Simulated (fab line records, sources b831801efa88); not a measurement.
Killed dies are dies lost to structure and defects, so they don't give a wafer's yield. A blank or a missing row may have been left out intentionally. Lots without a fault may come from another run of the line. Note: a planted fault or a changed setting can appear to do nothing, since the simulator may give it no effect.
Split-lot experiment / flow sky130 / 23 wafers read from 5 lots, route of 708 steps

== ABOUT THE SPLIT ==
At SKY_METAL4_SPUTTER_00 (material Ti, target thk 15 nm, time 10 s), the setting power w was moved away from the recipe's 3000 W on 10 of the 23 wafers read, by -11.9% to +11.8%. This setting was run at the recipe's value on the other wafers.

The reading is taken at the split's own step.

== THE READING ==
Ti_of_METAL4_SPUTTER_00.thk nm (the simulator's own value, which no gauge read), in nm, at SKY_METAL4_SPUTTER_00 (material Ti, target thk 15 nm, time 10 s). There is no usual value for it anywhere in the file. Across the 13 wafers here that went through the recipe, the average is 14.94 nm and the standard deviation 0.31 nm.

wafer=L074.1; tool, chamber at the split=pvd sputter-01, -; power w as run, W=2702; against the recipe=-9.9%; Ti_of_METAL4_SPUTTER_00.thk nm, nm=13.87; against lot-mates on the recipe=-1.48
wafer=L074.3; tool, chamber at the split=pvd sputter-01, -; power w as run, W=2702; against the recipe=-9.9%; Ti_of_METAL4_SPUTTER_00.thk nm, nm=13.92; against lot-mates on the recipe=-1.43
wafer=L074.4; tool, chamber at the split=pvd sputter-01, -; power w as run, W=3000; against the recipe=recipe; Ti_of_METAL4_SPUTTER_00.thk nm, nm=15.38; against lot-mates on the recipe=-
wafer=L074.5; tool, chamber at the split=pvd sputter-01, -; power w as run, W=2702; against the recipe=-9.9%; Ti_of_METAL4_SPUTTER_00.thk nm, nm=14.02; against lot-mates on the recipe=-1.33
wafer=L074.6; tool, chamber at the split=pvd sputter-01, -; power w as run, W=3000; against the recipe=recipe; Ti_of_METAL4_SPUTTER_00.thk nm, nm=15.31; against lot-mates on the recipe=-
wafer=L079.4; tool, chamber at the split=pvd sputter-03, -; power w as run, W=3000; against the recipe=recipe; Ti_of_METAL4_SPUTTER_00.thk nm, nm=14.63; against lot-mates on the recipe=-
wafer=L079.5; tool, chamber at the split=pvd sputter-03, -; power w as run, W=3000; against the recipe=recipe; Ti_of_METAL4_SPUTTER_00.thk nm, nm=14.69; against lot-mates on the recipe=-
wafer=L079.6; tool, chamber at the split=pvd sputter-03, -; power w as run, W=3000; against the recipe=recipe; Ti_of_METAL4_SPUTTER_00.thk nm, nm=14.21; against lot-mates on the recipe=-
wafer=L082.1; tool, chamber at the split=pvd sputter-03, -; power w as run, W=2644; against the recipe=-11.9%; Ti_of_METAL4_SPUTTER_00.thk nm, nm=13.48; against lot-mates on the recipe=-1.74
wafer=L082.2; tool, chamber at the split=pvd sputter-03, -; power w as run, W=2644; against the recipe=-11.9%; Ti_of_METAL4_SPUTTER_00.thk nm, nm=13.6; against lot-mates on the recipe=-1.62
wafer=L082.4; tool, chamber at the split=pvd sputter-03, -; power w as run, W=3000; against the recipe=recipe; Ti_of_METAL4_SPUTTER_00.thk nm, nm=15.15; against lot-mates on the recipe=-
wafer=L082.5; tool, chamber at the split=pvd sputter-03, -; power w as run, W=3000; against the recipe=recipe; Ti_of_METAL4_SPUTTER_00.thk nm, nm=15.29; against lot-mates on the recipe=-
wafer=L082.6; tool, chamber at the split=pvd sputter-03, -; power w as run, W=2644; against the recipe=-11.9%; Ti_of_METAL4_SPUTTER_00.thk nm, nm=13.39; against lot-mates on the recipe=-1.83
wafer=L083.1; tool, chamber at the split=pvd sputter-02, -; power w as run, W=3000; against the recipe=recipe; Ti_of_METAL4_SPUTTER_00.thk nm, nm=14.74; against lot-mates on the recipe=-
wafer=L083.2; tool, chamber at the split=pvd sputter-02, -; power w as run, W=3153; against the recipe=+5.1%; Ti_of_METAL4_SPUTTER_00.thk nm, nm=15.6; against lot-mates on the recipe=+0.70
wafer=L083.3; tool, chamber at the split=pvd sputter-02, -; power w as run, W=3000; against the recipe=recipe; Ti_of_METAL4_SPUTTER_00.thk nm, nm=14.89; against lot-mates on the recipe=-
wafer=L083.4; tool, chamber at the split=pvd sputter-02, -; power w as run, W=3000; against the recipe=recipe; Ti_of_METAL4_SPUTTER_00.thk nm, nm=15.08; against lot-mates on the recipe=-
wafer=L083.5; tool, chamber at the split=pvd sputter-02, -; power w as run, W=3153; against the recipe=+5.1%; Ti_of_METAL4_SPUTTER_00.thk nm, nm=15.96; against lot-mates on the recipe=+1.06
wafer=L084.1; tool, chamber at the split=pvd sputter-02, -; power w as run, W=3355; against the recipe=+11.8%; Ti_of_METAL4_SPUTTER_00.thk nm, nm=16.68; against lot-mates on the recipe=+1.71
wafer=L084.2; tool, chamber at the split=pvd sputter-02, -; power w as run, W=3355; against the recipe=+11.8%; Ti_of_METAL4_SPUTTER_00.thk nm, nm=16.46; against lot-mates on the recipe=+1.49
wafer=L084.3; tool, chamber at the split=pvd sputter-02, -; power w as run, W=3000; against the recipe=recipe; Ti_of_METAL4_SPUTTER_00.thk nm, nm=14.98; against lot-mates on the recipe=-
wafer=L084.5; tool, chamber at the split=pvd sputter-02, -; power w as run, W=3000; against the recipe=recipe; Ti_of_METAL4_SPUTTER_00.thk nm, nm=15.02; against lot-mates on the recipe=-
wafer=L084.6; tool, chamber at the split=pvd sputter-02, -; power w as run, W=3000; against the recipe=recipe; Ti_of_METAL4_SPUTTER_00.thk nm, nm=14.9; against lot-mates on the recipe=-

FIT RESULTS
A straight line over all 23 wafers: Ti_of_METAL4_SPUTTER_00.thk nm changes by +0.125 nm for each +1% of power w; r = +0.95; the points scatter about the line by 0.27 nm.
The same after taking each lot's own level away (the mean of its wafers on the recipe; 23 wafers): +0.143 nm for each +1%; r = +0.99; scatter 0.14 nm.
On that fit, the largest move of power w shifts the reading by 1.7 nm.
Across the lots, their own levels run from 14.510 to 15.345 nm, a range of 2.7 times the standard deviation given above.
So the lot-to-lot level changes the slope: the two fits differ.
Check: -1.69 nm against its lot-mates is what the line predicts for one of the wafers moved furthest among these (-11.9%) when that wafer is left out of the fit. It came out at -1.74 nm against them.

== THESE WAFERS: OTHER SPLITS ==
Before the reading, these wafers also passed through other splits. Each is held against what the fit with the lots' levels taken away leaves over:
other split on the same wafers=SKY_CAPM_COAT_07 spin rpm; wafers away from the commonest value=8; r with Ti_of_METAL4_SPUTTER_00.thk nm (lot level and that fit taken away)=-0.17
other split on the same wafers=SKY_METAL3_EXPOSE_10 dose mj; wafers away from the commonest value=7; r with Ti_of_METAL4_SPUTTER_00.thk nm (lot level and that fit taken away)=-0.01

== THE FILE'S OWN FIT ==
Ti_of_METAL4_SPUTTER_00.thk nm changes by +0.143 nm for each +1% of power w, r = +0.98.
